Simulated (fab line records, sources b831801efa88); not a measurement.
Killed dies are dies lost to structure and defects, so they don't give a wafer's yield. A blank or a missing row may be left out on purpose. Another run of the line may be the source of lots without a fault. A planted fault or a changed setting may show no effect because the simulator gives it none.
Which tool did it?	flow sfq line	42 wafers from 14 lots sampled at 2 of the route's 325 steps

WHAT THE GAUGES READ, wafer by wafer
Not one reading of a measure or inspect step in the record can be checked against a usual standard deviation.

EACH LOT AND THE TOOL THAT RAN IT (in order: tool; ch and the chambers of the sampled wafers; start)
lot	SFQ_TRILAYER_A5C_DEP_PECVD_142	SFQ_TRILAYER_C5_ETCH_VIA_ETCH_154
L387	pecvd-01 ch 0,2, day 58 22:35	rie diel-02 ch 2,3, day 69 19:32
L391	pecvd-02 ch 2, day 59 09:23	rie diel-04 ch 0,2, day 70 07:39
L392	pecvd-01 ch 0,1, day 59 11:47	rie diel-04 ch 1,2,3, day 70 10:11
L393	pecvd-02 ch 1, day 59 15:23	rie diel-03 ch 0,1, day 70 14:59
L395	pecvd-02 ch 1,2, day 60 14:31	rie diel-04 ch 2,3, day 71 03:39
L399	pecvd-04 ch 1,2, day 62 02:10	rie diel-03 ch 0,1, day 72 05:36
L400	pecvd-01 ch 0,1,2, day 62 06:14	rie diel-04 ch 1,2,3, day 72 08:00
L401	pecvd-02 ch 0,2, day 63 20:26	rie diel-02 ch 0,1,3, day 72 18:55
L402	pecvd-01 ch 0,1,2, day 64 01:14	rie diel-03 ch 0,1,3, day 73 03:25
L403	pecvd-02 ch 0,1, day 64 08:47	rie diel-03 ch 0,1,3, day 73 08:13
L404	pecvd-04 ch 0,1,2, day 64 09:53	rie diel-04 ch 0,3, day 73 09:25
L406	pecvd-02 ch 1,2, day 64 15:28	rie diel-04 ch 0,2, day 73 16:37
L407	pecvd-04 ch 0,2, day 64 22:27	rie diel-02 ch 0,2,3, day 73 22:45
L408	pecvd-02 ch 1,2, day 65 00:52	rie diel-03 ch 1,2,3, day 74 02:21
- SFQ_TRILAYER_A5C_DEP_PECVD_142: deposits SiO2 from SiH4/N2O, time 15.556 s, target thk 70 nm.
- SFQ_TRILAYER_C5_ETCH_VIA_ETCH_154: etches SiO2 in CHF3, stops on Nb, target depth 84 nm.

WHAT THE TOOLS THEMSELVES READ (means of the sampled wafers that have a number; where no wafer has one, the mark that the record gives instead)
SFQ_TRILAYER_A5C_DEP_PECVD_142. Usual: heater power w 87 W, standard deviation 9.8; showerhead vpp V 835 V, standard deviation 39; throttle valve pct 24.2 %, standard deviation 0.68.
lot	tool	heater power w (W)	showerhead vpp V (V)	throttle valve pct (%)	flag
L387	pecvd-01	81	805	24.6	
L391	pecvd-02	68	835	23.6	
L392	pecvd-01	76	839	24.3	
L393	pecvd-02	97	858	23.9	
L395	pecvd-02	83	838	23.8	
L399	pecvd-04	85	847	25.2	
L400	pecvd-01	85	839	24.4	
L401	pecvd-02	93	807	24.0	
L402	pecvd-01	83	835	24.5	
L403	pecvd-02	91	842	24.2	
L404	pecvd-04	93	824	24.6	
L406	pecvd-02	85	840	24.0	
L407	pecvd-04	90	870	25.4	
L408	pecvd-02	89	860	24.1	

SFQ_TRILAYER_C5_ETCH_VIA_ETCH_154. Usual: bias w 80.01 W, standard deviation 0.24; drypump motor current A 5.7 A, standard deviation 0.61; oes product au 0.898 a.u., standard deviation 0.0075.
lot	tool	bias w (W)	drypump motor current A (A)	oes product au (a.u.)	flag
L387	rie diel-02	80.13	6.1	0.897	
L391	rie diel-04	79.96	5.1	0.903	
L392	rie diel-04	80.12	5.4	0.904	
L393	rie diel-03	80.10	6.6	0.929	OFF
L395	rie diel-04	80.01	5.4	0.921	OFF
L399	rie diel-03	79.95	6.6	0.900	
L400	rie diel-04	80.02	5.4	0.889	
L401	rie diel-02	80.04	5.5	0.891	
L402	rie diel-03	79.98	6.2	0.904	
L403	rie diel-03	79.98	6.2	0.897	
L404	rie diel-04	79.76	5.7	0.896	
L406	rie diel-04	80.04	5.1	0.889	
L407	rie diel-02	80.05	6.0	0.900	
L408	rie diel-03	80.23	6.3	0.893	

THE ANSWER, worked out from the rows above alone
Rule: take the mean of a lot's wafers that have a number; if it is more than 3 standard deviations from the usual mean, the lot is off. A lot without any number at a reading at which 4 lots or more have one is off too. Where the step has rows for the other lots, those lots are counted as sound. The gauges are gone through in route order, then the tools' own readings, and for those a lot's mean is taken as printed above. At the first step where some lot is off, the reading lying furthest off is the one used; lots without a number count as furthest.
Off: L393, L395 (SFQ_TRILAYER_C5_ETCH_VIA_ETCH_154, oes product au).
If a tool, at that step or one of the process steps before it, ran each lot that is off and ran no sound lot following the first of them, it fits. No candidate that was tried fits.

WHAT THE SIMULATOR HAD PUT IN
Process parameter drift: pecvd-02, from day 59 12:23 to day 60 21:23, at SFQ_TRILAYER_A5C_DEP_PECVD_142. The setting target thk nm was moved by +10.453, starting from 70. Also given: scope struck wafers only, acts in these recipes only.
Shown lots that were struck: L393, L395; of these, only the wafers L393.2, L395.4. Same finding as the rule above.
